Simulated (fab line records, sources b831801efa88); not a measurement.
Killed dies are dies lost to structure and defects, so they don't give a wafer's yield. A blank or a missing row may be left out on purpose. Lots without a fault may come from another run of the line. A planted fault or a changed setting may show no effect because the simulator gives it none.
fab line records | flow gf180mcu
record lots=5 wafers=15 last_day=34
route steps=602 shown HV_LDD@206
lots that met no fault: from a run of the same line without faults
start_h: hours from the record's first day to the start of the lot's first wafer shown | wait_h: hours since the lot's step before | " the same as in the row above | L1.1+2: a row that stands for several wafers | - no value, or no start given | * or withheld: withheld | < > ~ a bound
route shown NAME@n: a module of which the file shows steps, and the number in the route of the first | usual: mean/standard deviation of fault-free wafers | same: alike in all rows | chamber/n: place in a boat | sites: the reading at each site | _std_site: their standard deviation | _edge_site: outer sites' mean less inner sites' | radius_mm: how far each site lies from the wafer's centre | mask NAME#n: copy n | behind: the tool/chamber that last shaped the wafer | hold: why the lot was held/for how many hours/how that ended | device: the transistor (n, p or np) that didn't switch | end of line: the same wafers' tests at the end of the route | a step without rows: its recipe alone | killed: dies lost to structure and defects at the first sort, not the wafer's yield | map: a wafer's dies, x killed, . not, _ none there
set.NAME: the setting as run; set.NAME@STEP: as run at that earlier step | model.NAME: the simulator's own value behind a step, which no gauge read
lots at some steps of the route; a table a step, a row a wafer
services: from which hour (start_h, from the record's first day; less than 0 if before it) a tool's chamber was out of use, for how many hours, and why
## steps
# step GF_HV_LDD_DEVELOP_30
# recipe develop_time_s=60 dev_temp_c=23
# usual chill_plate_temp_C=23.03/0.12 exhaust_pa=45.0/0.86
# columns lot.wafer tool chamber start_h wait_h chill_plate_temp_C exhaust_pa
L078.1 litho_track-03 0 286.11 0.1 23.03 45.0
L078.2 " 0 " " 23.13 45.7
L078.6 " 0 " " 23.25 46.2
L083.3 litho_track-01 0 322.34 0.1 22.90 45.7
L083.4 " 0 " " 23.02 46.3
L083.5 " 0 " " 23.07 46.7
L087.2 litho_track-01 0 349.02 0.1 22.99 45.7
L087.3 " 0 " " 22.96 44.9
L087.5 " 0 " " 22.99 45.1
L093.4 litho_track-03 0 420.54 0.1 23.13 45.0
L093.5 " 0 " " 23.24 46.4
L093.6 " 0 " " 23.12 45.4
L097.1 litho_track-03 0 439.61 0.1 23.14 45.5
L097.4 " 0 " " 23.14 45.3
L097.5 " 0 " " 23.11 45.2
# step GF_HV_LDD_CD_MEAS_31
# recipe target_cd_nm=400
# usual cd_nm=400.7/2.4
# columns lot.wafer tool chamber start_h wait_h cd_nm
L078.1 cd_sem-02 - 286.26 0.1 405.0
L078.2 " - " " 402.1
L078.6 " - " " 402.1
L083.3 cd_sem-02 - 322.48 0.1 401.6
L083.4 " - " " 402.8
L083.5 " - " " 400.1
L087.2 cd_sem-01 - 349.20 0.2 402.3
L087.3 " - " " 399.2
L087.5 " - " " 400.4
L093.4 cd_sem-02 - 420.67 0.1 403.0
L093.5 " - " " 401.3
L093.6 " - " " 401.4
L097.1 cd_sem-01 - 439.76 0.1 403.3
L097.4 " - " " 404.4
L097.5 " - " " 406.1
# step GF_HV_LDD_OVL_MEAS_32
# usual HV_LDD_02_OVL=-0.7/1.4
# columns lot.wafer tool chamber start_h wait_h HV_LDD_02_OVL[nm]
L078.1 overlay-02 - 286.38 0.1 2.3
L078.2 " - " " 0.9
L078.6 " - " " 0.7
L083.3 overlay-02 - 322.57 0.1 -1.5
L083.4 " - " " -0.5
L083.5 " - " " -1.0
L087.2 overlay-02 - 349.31 0.1 -4.0
L087.3 " - " " -2.2
L087.5 " - " " -1.7
L093.4 overlay-01 - 420.75 0.1 0.2
L093.5 " - " " -2.4
L093.6 " - " " -0.2
L097.1 overlay-02 - 439.88 0.1 -1.9
L097.4 " - " " -0.9
L097.5 " - " " 0.2
# step GF_HV_LDD_IMPLANT_33
# recipe species=P energy_kev=60 dose_cm2=7.5e+12 tilt_deg=30 rotation_deg=0
# usual beam_on_s=9.98/0.22 end_station_pressure_torr=5.02e-06/2.8e-07
# same implant_ion_amu=31
# columns lot.wafer tool chamber start_h wait_h beam_on_s end_station_pressure_torr
L078.1 implanter-02 0 286.42 0.0 10.13 5.37e-06
L078.2 " 0 " " 10.07 5.32e-06
L078.6 " 0 " " 10.34 5.18e-06
L083.3 implanter-02 0 322.65 0.1 9.72 5.36e-06
L083.4 " 0 " " 9.95 4.67e-06
L083.5 " 0 " " 9.96 5.11e-06
L087.2 implanter-01 0 349.36 0.0 9.87 5.49e-06
L087.3 " 0 " " 9.98 5.14e-06
L087.5 " 0 " " 9.97 5.09e-06
L093.4 implanter-03 0 420.84 0.1 9.90 4.8e-06
L093.5 " 0 " " 9.74 4.8e-06
L093.6 " 0 " " 10.04 4.88e-06
L097.1 implanter-02 0 439.92 0.0 10.44 5.38e-06
L097.4 " 0 " " 9.79 5.1e-06
L097.5 " 0 " " 10.03 4.82e-06
# step GF_HV_LDD_IMPLANT_34
# recipe species=P energy_kev=60 dose_cm2=7.5e+12 tilt_deg=30 rotation_deg=90
# usual beam_on_s=10.00/0.21 end_station_pressure_torr=5.02e-06/2.7e-07
# same implant_ion_amu=31
# columns lot.wafer tool chamber start_h wait_h beam_on_s end_station_pressure_torr
L078.1 implanter-02 0 286.57 0.1 10.25 5.32e-06
L078.2 " 0 " " 10.19 4.35e-06
L078.6 " 0 " " 10.17 4.97e-06
L083.3 implanter-02 0 322.80 0.1 10.00 5.33e-06
L083.4 " 0 " " 10.16 4.5e-06
L083.5 " 0 " " 9.89 5.08e-06
L087.2 implanter-01 0 349.51 0.1 9.99 5.36e-06
L087.3 " 0 " " 9.99 4.85e-06
L087.5 " 0 " " 9.43 4.63e-06
L093.4 implanter-03 0 420.99 0.1 10.01 5.18e-06
L093.5 " 0 " " 9.77 4.59e-06
L093.6 " 0 " " 10.06 5.25e-06
L097.1 implanter-02 0 440.07 0.1 10.20 4.32e-06
L097.4 " 0 " " 9.85 5.31e-06
L097.5 " 0 " " 10.22 5.25e-06
# step GF_HV_LDD_IMPLANT_35
# recipe species=P energy_kev=60 dose_cm2=7.5e+12 tilt_deg=30 rotation_deg=180
# usual beam_on_s=10.01/0.2 end_station_pressure_torr=5.03e-06/2.7e-07
# same implant_ion_amu=31
# columns lot.wafer tool chamber start_h wait_h beam_on_s end_station_pressure_torr
L078.1 implanter-02 0 286.72 0.1 10.27 5.33e-06
L078.2 " 0 " " 9.81 4.92e-06
L078.6 " 0 " " 10.00 4.95e-06
L083.3 implanter-02 0 322.95 0.1 10.21 5.26e-06
L083.4 " 0 " " 9.99 5.24e-06
L083.5 " 0 " " 10.07 4.26e-06
L087.2 implanter-01 0 349.66 0.1 9.46 5.17e-06
L087.3 " 0 " " 10.00 4.92e-06
L087.5 " 0 " " 9.61 4.91e-06
L093.4 implanter-03 0 421.14 0.1 9.86 4.86e-06
L093.5 " 0 " " 10.20 4.88e-06
L093.6 " 0 " " 9.79 5.16e-06
L097.1 implanter-02 0 440.22 0.1 10.26 4.95e-06
L097.4 " 0 " " 10.09 5.04e-06
L097.5 " 0 " " 10.21 5.53e-06
# step GF_HV_LDD_IMPLANT_36
# recipe species=P energy_kev=60 dose_cm2=7.5e+12 tilt_deg=30 rotation_deg=270
# usual beam_on_s=10.01/0.21 end_station_pressure_torr=5.02e-06/2.9e-07
# same implant_ion_amu=31
# columns lot.wafer tool chamber start_h wait_h beam_on_s end_station_pressure_torr
L078.1 implanter-02 0 286.87 0.1 10.31 5.06e-06
L078.2 " 0 " " 10.05 5.24e-06
L078.6 " 0 " " 9.98 5.15e-06
L083.3 implanter-02 0 323.10 0.1 10.07 5.19e-06
L083.4 " 0 " " 10.14 4.87e-06
L083.5 " 0 " " 10.11 5.44e-06
L087.2 implanter-01 0 349.81 0.1 10.08 4.85e-06
L087.3 " 0 " " 9.71 5.27e-06
L087.5 " 0 " " 10.12 5.21e-06
L093.4 implanter-03 0 421.29 0.1 9.97 4.96e-06
L093.5 " 0 " " 10.11 4.89e-06
L093.6 " 0 " " 9.87 4.84e-06
L097.1 implanter-02 0 440.37 0.1 9.86 4.98e-06
L097.4 " 0 " " 10.05 5.34e-06
L097.5 " 0 " " 9.87 4.54e-06
# step GF_HV_LDD_STRIP_37
# recipe chemistry=O2/N2 power_w=1400 pressure_mtorr=1500 platen_temp_c=250 o2_flow_sccm=3000 n2_flow_sccm=300 overash_fraction=0.5
# usual drypump_motor_current_A=5.7/0.51 heater_power_w=341/26 oes_product_au=0.715/0.0045 strip_time_to_endpoint_s=12.64/0.035
# columns lot.wafer tool chamber start_h wait_h drypump_motor_current_A heater_power_w oes_product_au rf_hours_counter_h strip_time_to_endpoint_s
L078.1 plasma_asher-01 1 287.02 0.1 5.6 388 0.712 64 12.58
L078.2 " 0 " " 6.7 338 0.719 64 12.64
L078.6 " 1 " " 5.6 390 0.717 - 12.66
L083.3 plasma_asher-02 1 323.23 0.1 5.4 325 0.721 - 12.59
L083.4 " 0 " " 5.6 339 0.717 - 12.59
L083.5 " 0 " " 5.6 330 0.713 - 12.64
L087.2 plasma_asher-03 0 349.94 0.1 5.5 307 0.709 24 12.59
L087.3 " 0 " " 5.5 305 0.708 - 12.61
L087.5 " 1 " " 5.1 336 0.718 - 12.57
L093.4 plasma_asher-03 0 421.40 0.1 5.5 311 0.712 - 12.73
L093.5 " 1 " " 5.1 331 0.711 - 12.68
L093.6 " 0 " " 5.5 311 0.716 - 12.71
L097.1 plasma_asher-01 0 440.52 0.1 6.7 325 0.714 1 12.66
L097.4 " 1 " " 5.6 393 0.724 - 12.66
L097.5 " 0 " " 6.7 332 0.713 - 12.67
# step GF_HV_LDD_TW_MEAS_38
# usual HV_LDD_3_TW=1450/17
# columns lot.wafer tool chamber start_h wait_h HV_LDD_3_TW
L078.1 film_metro-01 - 287.12 0.1 1434
L078.2 " - " " 1442
L078.6 " - " " 1436
L083.3 film_metro-02 - 323.32 0.1 1480
L083.4 " - " " 1478
L083.5 " - " " 1490
L087.2 film_metro-01 - 350.05 0.1 1432
L087.3 " - " " 1424
L087.5 " - " " 1437
L093.4 film_metro-01 - 421.50 0.1 1436
L093.5 " - " " 1444
L093.6 " - " " 1434
L097.1 film_metro-04 - 440.62 0.1 1446
L097.4 " - " " 1441
L097.5 " - " " 1443
# step GF_HV_LDD_DEHYDRATE_39
# recipe temp_c=200 time_s=60
# usual chill_plate_temp_C=23.00/0.1 exhaust_pa=45.0/0.79
# same time_s=60
# columns lot.wafer tool chamber start_h wait_h chill_plate_temp_C exhaust_pa
L078.1 litho_track-02 0 296.35 9.2 22.91 44.3
L078.2 " 0 " " 23.06 44.3
L078.6 " 0 " " 23.02 45.2
L083.3 litho_track-03 0 333.31 10.0 23.01 44.4
L083.4 " 0 " " 22.98 44.0
L083.5 " 0 " " 23.01 45.0
L087.2 litho_track-01 0 360.47 10.4 23.02 45.1
L087.3 " 0 " " 23.02 44.4
L087.5 " 0 " " 23.03 44.0
L093.4 litho_track-03 0 433.39 11.9 22.79 45.9
L093.5 " 0 " " 22.73 46.0
L093.6 " 0 " " 22.96 44.6
L097.1 litho_track-03 0 452.76 12.1 22.99 46.4
L097.4 " 0 " " 23.06 46.3
L097.5 " 0 " " 22.97 44.6
# step GF_HV_LDD_HMDS_40
# recipe prime_time_s=60 prime_temp_c=120
# usual chill_plate_temp_C=23.01/0.092 exhaust_pa=44.9/0.82
# same prime_time_s=60
# columns lot.wafer tool chamber start_h wait_h chill_plate_temp_C exhaust_pa
L078.1 litho_track-02 0 296.50 0.1 22.93 46.1
L078.2 " 0 " " 23.18 44.4
L078.6 " 0 " " 22.99 46.1
L083.3 litho_track-03 0 333.46 0.1 23.02 44.4
L083.4 " 0 " " 22.92 45.0
L083.5 " 0 " " 23.00 46.0
L087.2 litho_track-01 0 360.62 0.1 23.00 45.8
L087.3 " 0 " " 23.08 45.7
L087.5 " 0 " " 23.02 45.1
L093.4 litho_track-03 0 433.54 0.1 22.76 46.6
L093.5 " 0 " " 23.02 45.8
L093.6 " 0 " " 23.00 44.2
L097.1 litho_track-03 0 452.91 0.1 22.93 44.2
L097.4 " 0 " " 22.95 44.6
L097.5 " 0 " " 22.96 43.4
# step GF_HV_LDD_COAT_41
# recipe resist=NOVOLAK spin_rpm=3000 resist_thk_nm=1000
# usual chill_plate_temp_C=23.00/0.11 exhaust_pa=45.0/0.89
# columns lot.wafer tool chamber start_h wait_h chill_plate_temp_C exhaust_pa
L078.1 litho_track-02 0 296.65 0.1 22.80 45.6
L078.2 " 0 " " 22.78 45.3
L078.6 " 0 " " 22.78 45.3
L083.3 litho_track-03 0 333.61 0.1 23.11 46.1
L083.4 " 0 " " 23.04 46.2
L083.5 " 0 " " 22.91 44.2
L087.2 litho_track-01 0 360.77 0.1 22.96 45.3
L087.3 " 0 " " 22.88 46.3
L087.5 " 0 " " 22.89 45.2
L093.4 litho_track-03 0 433.69 0.1 23.01 45.1
L093.5 " 0 " " 23.09 44.2
L093.6 " 0 " " 23.10 44.9
L097.1 litho_track-03 0 453.06 0.1 23.23 43.0
L097.4 " 0 " " 22.99 43.7
L097.5 " 0 " " 22.99 43.8
# step GF_HV_LDD_SOFTBAKE_42
# recipe temp_c=90 time_s=60 resist=NOVOLAK
# usual chill_plate_temp_C=22.99/0.12 exhaust_pa=45.0/0.81
# same time_s=60
# columns lot.wafer tool chamber start_h wait_h chill_plate_temp_C exhaust_pa
L078.1 litho_track-02 0 296.80 0.1 23.05 44.8
L078.2 " 0 " " 23.03 43.8
L078.6 " 0 " " 23.08 44.8
L083.3 litho_track-03 0 333.76 0.1 23.20 45.4
L083.4 " 0 " " 23.11 46.8
L083.5 " 0 " " 23.07 45.7
L087.2 litho_track-01 0 360.92 0.1 23.03 44.9
L087.3 " 0 " " 23.05 44.1
L087.5 " 0 " " 23.21 44.2
L093.4 litho_track-03 0 433.84 0.1 23.00 44.8
L093.5 " 0 " " 22.97 46.4
L093.6 " 0 " " 22.99 45.2
L097.1 litho_track-03 0 453.21 0.1 23.09 44.9
L097.4 " 0 " " 22.83 43.6
L097.5 " 0 " " 23.10 44.5
# step GF_HV_LDD_EXPOSE_43
# recipe mask_id=Pplus_HV_AREA target_cd_nm=400 na=0.6 source_shape=conventional sigma_outer=0.6 dose_mj=140
# same na=0.6
# columns lot.wafer tool chamber start_h wait_h mask
L078.1+2+6 iline_stepper-02 0 - - Pplus_HV_AREA#0
L083.3+4+5 iline_stepper-01 0 - - Pplus_HV_AREA#0
L087.2+3+5 iline_stepper-02 0 - - Pplus_HV_AREA#0
L093.4+5+6 iline_stepper-01 0 - - Pplus_HV_AREA#0
L097.1+4+5 iline_stepper-02 0 - - Pplus_HV_AREA#0
# step GF_HV_LDD_PEB_44
# recipe temp_c=withheld time_s=* resist=NOVOLAK
# usual chill_plate_temp_C=* exhaust_pa=45.1/0.87
# same time_s=*
# columns lot.wafer tool chamber start_h wait_h chill_plate_temp_C exhaust_pa
L078.1 litho_track-02 0 - - * 43.3
L078.2 " 0 " " * 45.8
L078.6 " 0 " " * 44.7
L083.3 litho_track-03 0 - - * 45.4
L083.4 " 0 " " * 43.9
L083.5 " 0 " " * 45.0
L087.2 litho_track-01 0 - - * 43.9
L087.3 " 0 " " * 44.4
L087.5 " 0 " " * 43.5
L093.4 litho_track-02 0 - - * 43.9
L093.5 " 0 " " * 43.0
L093.6 " 0 " " * 43.4
L097.1 litho_track-02 0 - - * 45.2
L097.4 " 0 " " * 43.8
L097.5 " 0 " " * 44.5
# step GF_HV_LDD_DEVELOP_45
# recipe develop_time_s=60 dev_temp_c=23
# usual chill_plate_temp_C=22.99/0.11 exhaust_pa=44.9/0.74
# columns lot.wafer tool chamber start_h wait_h chill_plate_temp_C exhaust_pa
L078.1 litho_track-02 0 307.10 0.1 23.00 45.2
L078.2 " 0 " " 22.92 44.9
L078.6 " 0 " " 22.95 44.8
L083.3 litho_track-03 0 344.46 0.1 22.92 45.0
L083.4 " 0 " " 22.99 45.6
L083.5 " 0 " " 22.87 45.8
L087.2 litho_track-01 0 372.32 0.1 23.13 45.1
L087.3 " 0 " " 23.06 42.9
L087.5 " 0 " " 22.84 45.5
L093.4 litho_track-02 0 445.47 0.1 22.88 44.7
L093.5 " 0 " " 22.99 45.1
L093.6 " 0 " " 22.90 46.0
L097.1 litho_track-02 0 464.89 0.1 23.09 45.0
L097.4 " 0 " " 22.97 44.9
L097.5 " 0 " " 22.92 44.5
# step GF_HV_LDD_CD_MEAS_46
# recipe target_cd_nm=400
# usual cd_nm=400.1/2.5
# columns lot.wafer tool chamber start_h wait_h cd_nm
L078.1 cd_sem-01 - 307.25 0.1 398.6
L078.2 " - " " 399.9
L078.6 " - " " 401.0
L083.3 cd_sem-02 - 344.60 0.1 396.7
L083.4 " - " " 399.0
L083.5 " - " " 398.2
L087.2 cd_sem-01 - 372.46 0.1 400.3
L087.3 " - " " 399.9
L087.5 " - " " 401.7
L093.4 cd_sem-01 - 445.60 0.1 396.9
L093.5 " - " " 397.4
L093.6 " - " " 399.7
L097.1 cd_sem-01 - 465.04 0.1 397.1
L097.4 " - " " 397.7
L097.5 " - " " 397.4
# step GF_HV_LDD_OVL_MEAS_47
# usual HV_LDD_03_OVL=-0.4/1.3
# columns lot.wafer tool chamber start_h wait_h HV_LDD_03_OVL[nm]
L078.1 overlay-02 - 307.37 0.1 -0.1
L078.2 " - " " 1.0
L078.6 " - " " -0.5
L083.3 overlay-01 - 344.69 0.1 -1.8
L083.4 " - " " -3.6
L083.5 " - " " -2.4
L087.2 overlay-02 - 372.57 0.1 -0.7
L087.3 " - " " -1.4
L087.5 " - " " -1.4
L093.4 overlay-02 - 445.68 0.1 0.1
L093.5 " - " " -0.7
L093.6 " - " " -0.3
L097.1 overlay-02 - 465.16 0.1 0.2
L097.4 " - " " 1.6
L097.5 " - " " 1.8
# step GF_HV_LDD_IMPLANT_48
# recipe species=B energy_kev=25 dose_cm2=3e+13 tilt_deg=7
# usual beam_on_s=9.98/0.21 end_station_pressure_torr=5.15e-06/2.8e-07
# same implant_ion_amu=11
# columns lot.wafer tool chamber start_h wait_h beam_on_s end_station_pressure_torr
L078.1 implanter-03 0 307.40 0.0 10.30 4.71e-06
L078.2 " 0 " " 9.93 5.38e-06
L078.6 " 0 " " 9.94 5.13e-06
L083.3 implanter-03 0 344.77 0.1 10.26 5.57e-06
L083.4 " 0 " " 10.42 4.92e-06
L083.5 " 0 " " 10.09 5.62e-06
L087.2 implanter-02 0 372.62 0.0 10.25 4.8e-06
L087.3 " 0 " " 10.14 4.89e-06
L087.5 " 0 " " 9.40 4.99e-06
L093.4 implanter-03 0 445.78 0.1 9.91 5.67e-06
L093.5 " 0 " " 10.04 4.71e-06
L093.6 " 0 " " 10.28 5.03e-06
L097.1 implanter-02 0 465.20 0.0 10.13 4.95e-06
L097.4 " 0 " " 10.17 5.12e-06
L097.5 " 0 " " 10.10 5.27e-06
# step GF_HV_LDD_STRIP_49
# recipe chemistry=O2/N2 power_w=1400 pressure_mtorr=1500 platen_temp_c=250 o2_flow_sccm=3000 n2_flow_sccm=300 overash_fraction=0.5
# usual drypump_motor_current_A=5.5/0.45 heater_power_w=331/23 oes_product_au=0.716/0.0049 strip_time_to_endpoint_s=12.64/0.037
# columns lot.wafer tool chamber start_h wait_h drypump_motor_current_A heater_power_w oes_product_au rf_hours_counter_h strip_time_to_endpoint_s
L078.1 plasma_asher-03 0 307.55 0.1 5.5 307 0.719 19 12.66
L078.2 " 1 " " 5.1 333 0.719 19 12.66
L078.6 " 0 " " 5.5 308 0.723 - 12.61
L083.3 plasma_asher-03 1 344.90 0.1 5.1 332 0.714 - 12.62
L083.4 " 0 " " 5.5 311 0.708 - 12.59
L083.5 " 0 " " 5.5 310 0.720 - 12.67
L087.2 plasma_asher-01 1 372.75 0.1 5.6 383 0.715 73 12.56
L087.3 " 1 " " 5.6 377 0.707 - 12.63
L087.5 " 0 " " 6.7 344 0.717 - 12.58
L093.4 plasma_asher-03 1 445.88 0.1 5.1 332 0.729 - 12.63
L093.5 " 0 " " 5.5 306 0.713 - 12.69
L093.6 " 1 " " 5.1 329 0.710 - 12.67
L097.1 plasma_asher-03 0 465.35 0.1 5.5 309 0.720 36 12.58
L097.4 " 0 " " 5.5 311 0.721 - 12.62
L097.5 " 0 " " 5.5 299 0.718 - 12.58
## services
# columns tool chamber start_h hours kind
iline_stepper-02 0 263.15 - calibration
iline_stepper-01 - 267.33 28.9 pm
implanter-02 - 280.45 1.8 repair
implanter-03 - 285.55 6.2 repair
plasma_asher-01 - 292.08 0.5 repair
iline_stepper-01 - 296.22 1.7 pm
plasma_asher-01 - 304.34 0.5 repair
implanter-02 - 337.55 3.4 pm
implanter-01 - 341.28 3.0 pm
implanter-03 - 359.86 3.2 repair
iline_stepper-02 - 377.78 1.7 pm
iline_stepper-02 - 392.44 2.2 repair
implanter-01 - 397.47 6.1 pm
plasma_asher-02 - 420.85 3.1 repair
implanter-02 - 421.03 13.0 repair
plasma_asher-01 - 421.25 9.0 pm
plasma_asher-01 0 421.25 9.0 vent_cycle
plasma_asher-01 1 421.25 9.0 vent_cycle
implanter-02 - 429.30 1.7 repair
plasma_asher-01 0 430.25 - clean
plasma_asher-01 1 430.25 - clean
plasma_asher-01 - 435.29 1.3 repair
implanter-01 - 440.13 1.1 repair
plasma_asher-03 - 444.64 0.5 repair
## key
fault none
